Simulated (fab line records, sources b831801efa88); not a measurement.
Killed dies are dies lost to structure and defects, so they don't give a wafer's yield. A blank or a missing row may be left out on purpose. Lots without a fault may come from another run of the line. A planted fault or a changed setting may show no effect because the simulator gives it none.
A struck lot beside a sound one | flow sky130 | 21 steps out of a route of 708
Sound: wafers L208.1, L208.3, L208.4. Struck: wafers L199.2, L199.5, L199.6. The cause comes at the end.
At each step with rows: each side's tool, then ch and its chambers, then its first start. Under that, the readings that differ: sound wafers | struck wafers | difference of the means | sigmas: that difference in standard deviations of wafers without a fault.
alike: readings whose means differ by less than 2 such deviations, and words and numbers that are the same on both sides. not compared: withheld readings, readings that some wafer has no value for, bounds like >300 that may hide the same value, and numbers for which the record gives no deviation and whose values overlap.
The two part at a step that has a row with sigmas, a row that says differs or no value, or rows on one side only. Numbers that don't overlap but have no deviation are shown without sigmas and don't part them. A reading that every wafer of one side lacks parts them only if that side has two wafers or more.

SKY_POLY_GATE_THK_MEAS_21:
  sound on film_metro-03, day 23 02:59; struck on film_metro-02, day 19 18:02
  alike: POLY_GATE_OXIDATION_THK
SKY_POLY_GATE_CD_MEAS_22:
  sound on cd_sem-01, day 23 03:02; struck on cd_sem-02, day 19 18:07
  reading    | sound             | struck            | difference | sigmas
  cd_nm (nm) | 153.2 154.1 153.2 | 149.2 145.8 148.7 | -5.6       | -2
then, 7 steps without rows for these wafers: SKY_LDD_N_DEHYDRATE_00 (time 60 s); SKY_LDD_N_HMDS_01 (prime time 60 s); SKY_LDD_N_COAT_02 (resist thk 300 nm); SKY_LDD_N_SOFTBAKE_03 (time 60 s); SKY_LDD_N_EXPOSE_04 (exposes mask NTM, target cd 840 nm); SKY_LDD_N_PEB_05; SKY_LDD_N_DEVELOP_06 (develop time 60 s).
SKY_LDD_N_OVL_MEAS_07:
  sound on overlay-01, day 24 09:11; struck on overlay-02, day 21 01:23
  reading        | sound        | struck         | difference | sigmas
  LDD_N_OVL (nm) | 1.6 -0.8 1.6 | -3.3 -2.6 -2.2 | -3.5       | -2
then, 2 steps without rows for these wafers: SKY_LDD_N_IMPLANT_08; SKY_LDD_N_IMPLANT_09.
SKY_LDD_N_IMPLANT_10:
  sound on implanter-02 ch 0, day 24 09:31; struck on implanter-01 ch 0, day 21 01:44
  reading            | sound                         | struck                        | difference | sigmas
  dose_ions_cm2      | 7.499e+13 7.508e+13 7.505e+13 | 5.464e+13 5.479e+13 5.481e+13 | -2.029e+13 | -99 or more
  faraday_current_uA | 410 413 428                   | 322 310 308                   | -104       | -12
then, 5 steps without rows for these wafers: SKY_LDD_N_IMPLANT_11; SKY_LDD_N_IMPLANT_12; SKY_LDD_N_IMPLANT_13; SKY_LDD_N_IMPLANT_14; SKY_LDD_N_IMPLANT_15.
SKY_LDD_N_STRIP_16: strips in O2/N2.
  sound on plasma_asher-04 ch 0,1, day 24 14:23; struck on plasma_asher-01 ch 0,1, day 21 02:37
  reading                      | sound             | struck            | difference | sigmas
  strip_time_to_endpoint_s (s) | 4.312 4.300 4.307 | 4.254 4.262 4.265 | -0.046     | -3
  alike: drypump_motor_current_A, oes_product_au
  not compared: rf_hours_counter_h
SKY_LDD_N_TW_MEAS_17:
  sound on film_metro-02, day 24 14:29; struck on film_metro-04, day 21 02:43
  alike: LDD_N_TW
-- the record jumps here: 27 days lie between the struck wafers' starts before and after (it left off in module LDD_N and takes up again in module PAD_OPEN, whose first step shown is number 708 of the route) --
SKY_PAD_OPEN_PROBE_99:
  sound on prober-02, day 50 06:01; struck on prober-01, day 48 03:33
  reading                     | sound             | struck            | difference | sigmas
  model.etest.tip_n.rs_ohm_sq | 440.6 440.2 440.5 | 465.6 464.6 462.6 | +23.8      |
  alike: killed_at_M0_to_M3, killed_at_M4_up, killed_at_contacts, killed_at_front_end, killed_at_other, killed_dies, killed_on_rim, killed_open, killed_short

WHERE THEY PART
First at SKY_POLY_GATE_CD_MEAS_22; last, within this record, at SKY_LDD_N_STRIP_16. Later steps at which nothing parts them and some readings are alike: SKY_LDD_N_TW_MEAS_17, SKY_PAD_OPEN_PROBE_99.

WHY: what the simulator had put in
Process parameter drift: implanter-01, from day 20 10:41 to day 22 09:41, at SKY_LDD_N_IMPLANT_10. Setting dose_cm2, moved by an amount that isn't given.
